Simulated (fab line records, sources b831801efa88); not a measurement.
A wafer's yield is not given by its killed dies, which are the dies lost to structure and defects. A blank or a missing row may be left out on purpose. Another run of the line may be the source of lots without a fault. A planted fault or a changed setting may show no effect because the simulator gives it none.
Which tool was responsible? || flow gf180mcu || 72 wafers from 24 lots sampled at 4 of the route's 602 steps

== WHAT EACH GAUGE READ, for each wafer ==
GF_MVSD_TW_MEAS_11.
{"lot": "L074", "measured": "day 4 16:15", "on": "filmMetro-01", "MVSD_TW": "1560 1548 1562"}
{"lot": "L075", "measured": "day 4 21:35", "on": "filmMetro-01", "MVSD_TW": "1559 1550 1551"}
{"lot": "L076", "measured": "day 4 23:53", "on": "filmMetro-01", "MVSD_TW": "1554 1550 1547"}
{"lot": "L077", "measured": "day 5 05:22", "on": "filmMetro-01", "MVSD_TW": "1568 1560 1555"}
{"lot": "L078", "measured": "day 5 10:01", "on": "filmMetro-03", "MVSD_TW": "1586 1584 1589"}
{"lot": "L079", "measured": "day 5 17:04", "on": "filmMetro-02", "MVSD_TW": "1611 1610 1602"}
{"lot": "L080", "measured": "day 5 20:34", "on": "filmMetro-03", "MVSD_TW": "1589 1585 1584"}
{"lot": "L081", "measured": "day 6 03:35", "on": "filmMetro-03", "MVSD_TW": "1584 1581 1575"}
{"lot": "L082", "measured": "day 6 10:14", "on": "filmMetro-01", "MVSD_TW": "1561 1560 1558"}
{"lot": "L083", "measured": "day 6 14:38", "on": "filmMetro-01", "MVSD_TW": "1559 1556 1559"}
{"lot": "L084", "measured": "day 6 21:32", "on": "filmMetro-03", "MVSD_TW": "1577 1568 1574"}
{"lot": "L085", "measured": "day 7 04:34", "on": "filmMetro-01", "MVSD_TW": "1562 1555 1569"}
{"lot": "L086", "measured": "day 7 11:37", "on": "filmMetro-01", "MVSD_TW": "1565 1568 1561"}
{"lot": "L087", "measured": "day 7 21:14", "on": "filmMetro-01", "MVSD_TW": "1561 1565 1562"}
{"lot": "L088", "measured": "day 7 21:28", "on": "filmMetro-02", "MVSD_TW": "1597 1594 1596"}
{"lot": "L089", "measured": "day 8 03:34", "on": "filmMetro-02", "MVSD_TW": "1577 1588 1586"}
{"lot": "L090", "measured": "day 8 13:56", "on": "filmMetro-03", "MVSD_TW": "1583 1572 1581"}
{"lot": "L091", "measured": "day 8 17:07", "on": "filmMetro-03", "MVSD_TW": "1585 1584 1577"}
{"lot": "L092", "measured": "day 8 20:31", "on": "filmMetro-03", "MVSD_TW": "1586 1577 1579"}
{"lot": "L093", "measured": "day 9 01:12", "on": "filmMetro-02", "MVSD_TW": "1587 1601 1602"}
{"lot": "L094", "measured": "day 9 09:28", "on": "filmMetro-03", "MVSD_TW": "1565 1569 1561"}
{"lot": "L095", "measured": "day 9 12:49", "on": "filmMetro-03", "MVSD_TW": "1575 1559 1573"}
{"lot": "L096", "measured": "day 9 17:26", "on": "filmMetro-03", "MVSD_TW": "1577 1569 1566"}
{"lot": "L097", "measured": "day 9 23:53", "on": "filmMetro-02", "MVSD_TW": "1594 1597 1601"}

GF_V2_OVL_MEAS_15.
{"lot": "L074", "measured": "day 20 12:06", "on": "overlay-01", "V2_OVL (nm)": "3 10 4"}
{"lot": "L075", "measured": "day 20 21:38", "on": "overlay-02", "V2_OVL (nm)": "-5 -2 -6"}
{"lot": "L076", "measured": "day 21 09:46", "on": "overlay-02", "V2_OVL (nm)": "-6 -6 -4"}
{"lot": "L077", "measured": "day 21 12:44", "on": "overlay-02", "V2_OVL (nm)": "-1 3 5"}
{"lot": "L078", "measured": "day 21 15:31", "on": "overlay-02", "V2_OVL (nm)": "0 7 8"}
{"lot": "L079", "measured": "day 22 01:06", "on": "overlay-02", "V2_OVL (nm)": "6 10 4"}
{"lot": "L080", "measured": "day 22 06:49", "on": "overlay-01", "V2_OVL (nm)": "4 7 6"}
{"lot": "L081", "measured": "day 23 01:08", "on": "overlay-02", "V2_OVL (nm)": "1 6 5"}
{"lot": "L082", "measured": "day 23 11:13", "on": "overlay-01", "V2_OVL (nm)": "-6 -2 -13"}
{"lot": "L083", "measured": "day 23 16:17", "on": "overlay-01", "V2_OVL (nm)": "5 8 6"}
{"lot": "L084", "measured": "day 24 01:14", "on": "overlay-02", "V2_OVL (nm)": "8 2 7"}
{"lot": "L085", "measured": "day 24 07:35", "on": "overlay-01", "V2_OVL (nm)": "-3 -5 9"}
{"lot": "L086", "measured": "day 24 19:05", "on": "overlay-01", "V2_OVL (nm)": "2 -2 -4"}
{"lot": "L087", "measured": "day 25 06:29", "on": "overlay-01", "V2_OVL (nm)": "6 5 2"}
{"lot": "L088", "measured": "day 25 14:28", "on": "overlay-01", "V2_OVL (nm)": "-12 -15 -16"}
{"lot": "L089", "measured": "day 25 16:44", "on": "overlay-01", "V2_OVL (nm)": "4 0 -2"}
{"lot": "L090", "measured": "day 26 02:35", "on": "overlay-02", "V2_OVL (nm)": "-2 -4 -7"}
{"lot": "L091", "measured": "day 26 09:44", "on": "overlay-02", "V2_OVL (nm)": "14 6 4"}
{"lot": "L092", "measured": "day 26 15:16", "on": "overlay-01", "V2_OVL (nm)": "-6 -2 -3"}
{"lot": "L093", "measured": "day 26 19:29", "on": "overlay-02", "V2_OVL (nm)": "-5 -4 -7"}
{"lot": "L094", "measured": "day 27 01:34", "on": "overlay-02", "V2_OVL (nm)": "2 -5 1"}
{"lot": "L095", "measured": "day 27 08:38", "on": "overlay-01", "V2_OVL (nm)": "5 0 0"}
{"lot": "L096", "measured": "day 27 18:01", "on": "overlay-02", "V2_OVL (nm)": "2 0 1"}
{"lot": "L097", "measured": "day 27 20:47", "on": "overlay-02", "V2_OVL (nm)": "7 8 4"}

== WHAT TOOL EACH LOT RAN ON (gives the tool, then ch and the chambers of the sampled wafers, and finally the start) ==
{"lot": "L074", "GF_STI_ETCH_14": "rieSi-02 ch 1,2,3, day 2 05:15", "GF_SAB_ETCH_11": "rieDiel-03 ch 0,1, day 15 10:17"}
{"lot": "L075", "GF_STI_ETCH_14": "rieSi-02 ch 0,2,3, day 2 08:45", "GF_SAB_ETCH_11": "rieDiel-01 ch 0,1,3, day 15 17:15"}
{"lot": "L076", "GF_STI_ETCH_14": "rieSi-02 ch 0,1, day 2 12:35", "GF_SAB_ETCH_11": "rieDiel-02 ch 1,2, day 16 04:00"}
{"lot": "L077", "GF_STI_ETCH_14": "rieSi-02 ch 0,1,2, day 2 18:50", "GF_SAB_ETCH_11": "rieDiel-01 ch 1,2, day 16 07:00"}
{"lot": "L078", "GF_STI_ETCH_14": "rieSi-01 ch 1,2,3, day 2 22:21", "GF_SAB_ETCH_11": "rieDiel-01 ch 1,2,3, day 16 11:47"}
{"lot": "L079", "GF_STI_ETCH_14": "rieSi-01 ch 0,2,3, day 3 04:35", "GF_SAB_ETCH_11": "rieDiel-03 ch 0,1,3, day 16 20:17"}
{"lot": "L080", "GF_STI_ETCH_14": "rieSi-01 ch 1,2, day 3 08:57", "GF_SAB_ETCH_11": "rieDiel-03 ch 0,2,3, day 17 01:08"}
{"lot": "L081", "GF_STI_ETCH_14": "rieSi-02 ch 0,2,3, day 3 12:57", "GF_SAB_ETCH_11": "rieDiel-02 ch 0,2,3, day 17 18:09"}
{"lot": "L082", "GF_STI_ETCH_14": "rieSi-02 ch 1,2,3, day 3 19:50", "GF_SAB_ETCH_11": "rieDiel-01 ch 0,2,3, day 18 04:12"}
{"lot": "L083", "GF_STI_ETCH_14": "rieSi-01 ch 0,1,3, day 3 23:38", "GF_SAB_ETCH_11": "rieDiel-02 ch 0,2,3, day 18 09:00"}
{"lot": "L084", "GF_STI_ETCH_14": "rieSi-02 ch 0,3, day 4 05:03", "GF_SAB_ETCH_11": "rieDiel-02 ch 0,2,3, day 18 19:03"}
{"lot": "L085", "GF_STI_ETCH_14": "rieSi-01 ch 1,2,3, day 4 11:48", "GF_SAB_ETCH_11": "rieDiel-01 ch 0,1,2, day 19 03:02"}
{"lot": "L086", "GF_STI_ETCH_14": "rieSi-01 ch 1,3, day 4 15:15", "GF_SAB_ETCH_11": "rieDiel-01 ch 1,2, day 19 16:42"}
{"lot": "L087", "GF_STI_ETCH_14": "rieSi-01 ch 0,1,3, day 4 21:11", "GF_SAB_ETCH_11": "rieDiel-02 ch 0,2, day 20 05:27"}
{"lot": "L088", "GF_STI_ETCH_14": "rieSi-01 ch 0,1,2, day 5 01:48", "GF_SAB_ETCH_11": "rieDiel-03 ch 2,3, day 20 12:18"}
{"lot": "L089", "GF_STI_ETCH_14": "rieSi-02 ch 2,3, day 5 06:32", "GF_SAB_ETCH_11": "rieDiel-02 ch 0,1,2, day 20 15:05"}
{"lot": "L090", "GF_STI_ETCH_14": "rieSi-02 ch 1,2,3, day 5 13:56", "GF_SAB_ETCH_11": "rieDiel-02 ch 0,1, day 21 02:41"}
{"lot": "L091", "GF_STI_ETCH_14": "rieSi-02 ch 0,1,3, day 5 19:51", "GF_SAB_ETCH_11": "rieDiel-01 ch 0,2, day 21 10:23"}
{"lot": "L092", "GF_STI_ETCH_14": "rieSi-02 ch 0,1,3, day 5 23:56", "GF_SAB_ETCH_11": "rieDiel-01 ch 1,3, day 21 19:14"}
{"lot": "L093", "GF_STI_ETCH_14": "rieSi-02 ch 0,1,2, day 6 04:08", "GF_SAB_ETCH_11": "rieDiel-01 ch 0,1,3, day 21 22:15"}
{"lot": "L094", "GF_STI_ETCH_14": "rieSi-01 ch 1,2, day 6 10:11", "GF_SAB_ETCH_11": "rieDiel-02 ch 0,1, day 22 04:41"}
{"lot": "L095", "GF_STI_ETCH_14": "rieSi-01 ch 0,1,3, day 6 13:41", "GF_SAB_ETCH_11": "rieDiel-02 ch 1,2,3, day 22 11:54"}
{"lot": "L096", "GF_STI_ETCH_14": "rieSi-02 ch 1,3, day 6 18:17", "GF_SAB_ETCH_11": "rieDiel-02 ch 0,3, day 22 22:18"}
{"lot": "L097", "GF_STI_ETCH_14": "rieSi-02 ch 2,3, day 7 01:18", "GF_SAB_ETCH_11": "rieDiel-02 ch 0,1, day 23 03:53"}
- GF_STI_ETCH_14: etches Si in HBr/Cl2/O2, target depth 360 nm, time 102.9 s.
- GF_SAB_ETCH_11: etches SiO2 in C4F8/O2/Ar, target depth 55 nm, time 8.5 s.

== AS READ BY THE TOOLS THEMSELVES (means over the sampled wafers that have a number; for cases with no such wafer, the mark the record gives instead) ==
GF_STI_ETCH_14.
{"lot": "L074", "tool": "rieSi-02", "O2_flow_sccm (sccm)": 5.993, "drypumpMotorCurrentA (A)": 6.2, "oesProductAu (a.u.)": 0.994, "rfFwdPowerW (W)": 595.7, "throttleValvePct (%)": 25.656}
{"lot": "L075", "tool": "rieSi-02", "O2_flow_sccm (sccm)": 6.011, "drypumpMotorCurrentA (A)": 6.1, "oesProductAu (a.u.)": 1.008, "rfFwdPowerW (W)": 597.2, "throttleValvePct (%)": 25.651}
{"lot": "L076", "tool": "rieSi-02", "O2_flow_sccm (sccm)": 6.013, "drypumpMotorCurrentA (A)": 5.6, "oesProductAu (a.u.)": 0.996, "rfFwdPowerW (W)": 595.6, "throttleValvePct (%)": 25.669}
{"lot": "L077", "tool": "rieSi-02", "O2_flow_sccm (sccm)": 5.998, "drypumpMotorCurrentA (A)": 6.0, "oesProductAu (a.u.)": 1.005, "rfFwdPowerW (W)": 597.6, "throttleValvePct (%)": 25.659}
{"lot": "L078", "tool": "rieSi-01", "O2_flow_sccm (sccm)": 5.997, "drypumpMotorCurrentA (A)": 5.6, "oesProductAu (a.u.)": 1.011, "rfFwdPowerW (W)": 596.0, "throttleValvePct (%)": 25.651}
{"lot": "L079", "tool": "rieSi-01", "O2_flow_sccm (sccm)": 6.015, "drypumpMotorCurrentA (A)": 5.7, "oesProductAu (a.u.)": 0.996, "rfFwdPowerW (W)": 597.5, "throttleValvePct (%)": 25.661}
{"lot": "L080", "tool": "rieSi-01", "O2_flow_sccm (sccm)": 6.010, "drypumpMotorCurrentA (A)": 5.5, "oesProductAu (a.u.)": 1.004, "rfFwdPowerW (W)": 593.2, "throttleValvePct (%)": 25.649}
{"lot": "L081", "tool": "rieSi-02", "O2_flow_sccm (sccm)": 6.011, "drypumpMotorCurrentA (A)": 6.1, "oesProductAu (a.u.)": 1.010, "rfFwdPowerW (W)": 596.4, "throttleValvePct (%)": 25.643}
{"lot": "L082", "tool": "rieSi-02", "O2_flow_sccm (sccm)": 5.996, "drypumpMotorCurrentA (A)": 6.2, "oesProductAu (a.u.)": 0.997, "rfFwdPowerW (W)": 595.6, "throttleValvePct (%)": 25.660}
{"lot": "L083", "tool": "rieSi-01", "O2_flow_sccm (sccm)": 6.003, "drypumpMotorCurrentA (A)": 5.8, "oesProductAu (a.u.)": 1.009, "rfFwdPowerW (W)": 595.7, "throttleValvePct (%)": 25.653}
{"lot": "L084", "tool": "rieSi-02", "O2_flow_sccm (sccm)": 6.000, "drypumpMotorCurrentA (A)": 5.6, "oesProductAu (a.u.)": 1.007, "rfFwdPowerW (W)": 597.0, "throttleValvePct (%)": 25.651}
{"lot": "L085", "tool": "rieSi-01", "O2_flow_sccm (sccm)": 6.000, "drypumpMotorCurrentA (A)": 5.6, "oesProductAu (a.u.)": 1.003, "rfFwdPowerW (W)": 596.9, "throttleValvePct (%)": 25.647}
{"lot": "L086", "tool": "rieSi-01", "O2_flow_sccm (sccm)": 6.010, "drypumpMotorCurrentA (A)": 5.6, "oesProductAu (a.u.)": 1.019, "rfFwdPowerW (W)": 597.2, "throttleValvePct (%)": 25.642}
{"lot": "L087", "tool": "rieSi-01", "O2_flow_sccm (sccm)": 5.996, "drypumpMotorCurrentA (A)": 5.8, "oesProductAu (a.u.)": 1.004, "rfFwdPowerW (W)": 596.3, "throttleValvePct (%)": 25.652}
{"lot": "L088", "tool": "rieSi-01", "O2_flow_sccm (sccm)": 6.015, "drypumpMotorCurrentA (A)": 5.7, "oesProductAu (a.u.)": 0.996, "rfFwdPowerW (W)": 598.2, "throttleValvePct (%)": 25.665}
{"lot": "L089", "tool": "rieSi-02", "O2_flow_sccm (sccm)": 6.003, "drypumpMotorCurrentA (A)": 6.5, "oesProductAu (a.u.)": 0.997, "rfFwdPowerW (W)": 596.4, "throttleValvePct (%)": 25.652}
{"lot": "L090", "tool": "rieSi-02", "O2_flow_sccm (sccm)": 6.002, "drypumpMotorCurrentA (A)": 6.2, "oesProductAu (a.u.)": 1.002, "rfFwdPowerW (W)": 595.9, "throttleValvePct (%)": 25.664}
{"lot": "L091", "tool": "rieSi-02", "O2_flow_sccm (sccm)": 5.997, "drypumpMotorCurrentA (A)": 5.7, "oesProductAu (a.u.)": 1.004, "rfFwdPowerW (W)": 596.7, "throttleValvePct (%)": 25.650}
{"lot": "L092", "tool": "rieSi-02", "O2_flow_sccm (sccm)": 5.970, "drypumpMotorCurrentA (A)": 5.8, "oesProductAu (a.u.)": 0.995, "rfFwdPowerW (W)": 598.6, "throttleValvePct (%)": 25.648}
{"lot": "L093", "tool": "rieSi-02", "O2_flow_sccm (sccm)": 6.002, "drypumpMotorCurrentA (A)": 6.0, "oesProductAu (a.u.)": 1.001, "rfFwdPowerW (W)": 598.3, "throttleValvePct (%)": 25.664}
{"lot": "L094", "tool": "rieSi-01", "O2_flow_sccm (sccm)": 5.979, "drypumpMotorCurrentA (A)": 5.5, "oesProductAu (a.u.)": 1.017, "rfFwdPowerW (W)": 594.8, "throttleValvePct (%)": 25.652}
{"lot": "L095", "tool": "rieSi-01", "O2_flow_sccm (sccm)": 6.006, "drypumpMotorCurrentA (A)": 5.8, "oesProductAu (a.u.)": 1.009, "rfFwdPowerW (W)": 596.5, "throttleValvePct (%)": 25.652}
{"lot": "L096", "tool": "rieSi-02", "O2_flow_sccm (sccm)": 6.010, "drypumpMotorCurrentA (A)": 5.9, "oesProductAu (a.u.)": 1.001, "rfFwdPowerW (W)": 598.1, "throttleValvePct (%)": 25.656}
{"lot": "L097", "tool": "rieSi-02", "O2_flow_sccm (sccm)": 5.989, "drypumpMotorCurrentA (A)": 6.3, "oesProductAu (a.u.)": 0.999, "rfFwdPowerW (W)": 597.4, "throttleValvePct (%)": 25.659}

GF_SAB_ETCH_11.
{"lot": "L074", "tool": "rieDiel-03", "oesProductAu (a.u.)": 0.993, "rfFwdPowerW (W)": 1476}
{"lot": "L075", "tool": "rieDiel-01", "oesProductAu (a.u.)": 0.993, "rfFwdPowerW (W)": 1468}
{"lot": "L076", "tool": "rieDiel-02", "oesProductAu (a.u.)": 1.000, "rfFwdPowerW (W)": 1473}
{"lot": "L077", "tool": "rieDiel-01", "oesProductAu (a.u.)": 0.990, "rfFwdPowerW (W)": 1475}
{"lot": "L078", "tool": "rieDiel-01", "oesProductAu (a.u.)": 0.993, "rfFwdPowerW (W)": 1465}
{"lot": "L079", "tool": "rieDiel-03", "oesProductAu (a.u.)": 0.995, "rfFwdPowerW (W)": 1474}
{"lot": "L080", "tool": "rieDiel-03", "oesProductAu (a.u.)": 0.999, "rfFwdPowerW (W)": 1480}
{"lot": "L081", "tool": "rieDiel-02", "oesProductAu (a.u.)": 1.005, "rfFwdPowerW (W)": 1473}
{"lot": "L082", "tool": "rieDiel-01", "oesProductAu (a.u.)": 0.997, "rfFwdPowerW (W)": 1468}
{"lot": "L083", "tool": "rieDiel-02", "oesProductAu (a.u.)": 1.008, "rfFwdPowerW (W)": 1473}
{"lot": "L084", "tool": "rieDiel-02", "oesProductAu (a.u.)": 1.008, "rfFwdPowerW (W)": 1473}
{"lot": "L085", "tool": "rieDiel-01", "oesProductAu (a.u.)": 1.003, "rfFwdPowerW (W)": 1468}
{"lot": "L086", "tool": "rieDiel-01", "oesProductAu (a.u.)": 0.995, "rfFwdPowerW (W)": 1471}
{"lot": "L087", "tool": "rieDiel-02", "oesProductAu (a.u.)": 0.998, "rfFwdPowerW (W)": 1474}
{"lot": "L088", "tool": "rieDiel-03", "oesProductAu (a.u.)": 1.018, "rfFwdPowerW (W)": 1476}
{"lot": "L089", "tool": "rieDiel-02", "oesProductAu (a.u.)": 1.000, "rfFwdPowerW (W)": 1475}
{"lot": "L090", "tool": "rieDiel-02", "oesProductAu (a.u.)": 1.017, "rfFwdPowerW (W)": 1478}
{"lot": "L091", "tool": "rieDiel-01", "oesProductAu (a.u.)": 1.002, "rfFwdPowerW (W)": 1473}
{"lot": "L092", "tool": "rieDiel-01", "oesProductAu (a.u.)": 1.005, "rfFwdPowerW (W)": 1464}
{"lot": "L093", "tool": "rieDiel-01", "oesProductAu (a.u.)": 0.996, "rfFwdPowerW (W)": 1471}
{"lot": "L094", "tool": "rieDiel-02", "oesProductAu (a.u.)": 1.008, "rfFwdPowerW (W)": 1471}
{"lot": "L095", "tool": "rieDiel-02", "oesProductAu (a.u.)": 1.000, "rfFwdPowerW (W)": 1472}
{"lot": "L096", "tool": "rieDiel-02", "oesProductAu (a.u.)": 0.999, "rfFwdPowerW (W)": 1463}
{"lot": "L097", "tool": "rieDiel-02", "oesProductAu (a.u.)": 1.020, "rfFwdPowerW (W)": 1474}

== THE ANSWER, worked out from the rows above alone ==
Rule: what is usual is taken from the lots themselves. The widest of any qualifying gaps counts: lots, ordered by their means at a reading, are off when they make up no more than a third of the lots, leave a main group of 4 or more, and stand apart from it by 3 or more times the standard deviation of that group's means. A main group whose means are all the same, to the digits that the tables above print for the reading, isn't used. A lot without any number at a reading at which 4 lots or more have one is off too. Where the step has rows for the other lots, those lots are counted as sound. First the gauges in route order, then the tools' own readings, where a lot's mean is used as printed above. At the first step where some lot is off, the reading lying furthest off is the one used; lots without a number count as furthest.
No lot is off at any reading shown: from this, nothing can be told.

== WHAT THE SIMULATOR HAD PUT IN ==
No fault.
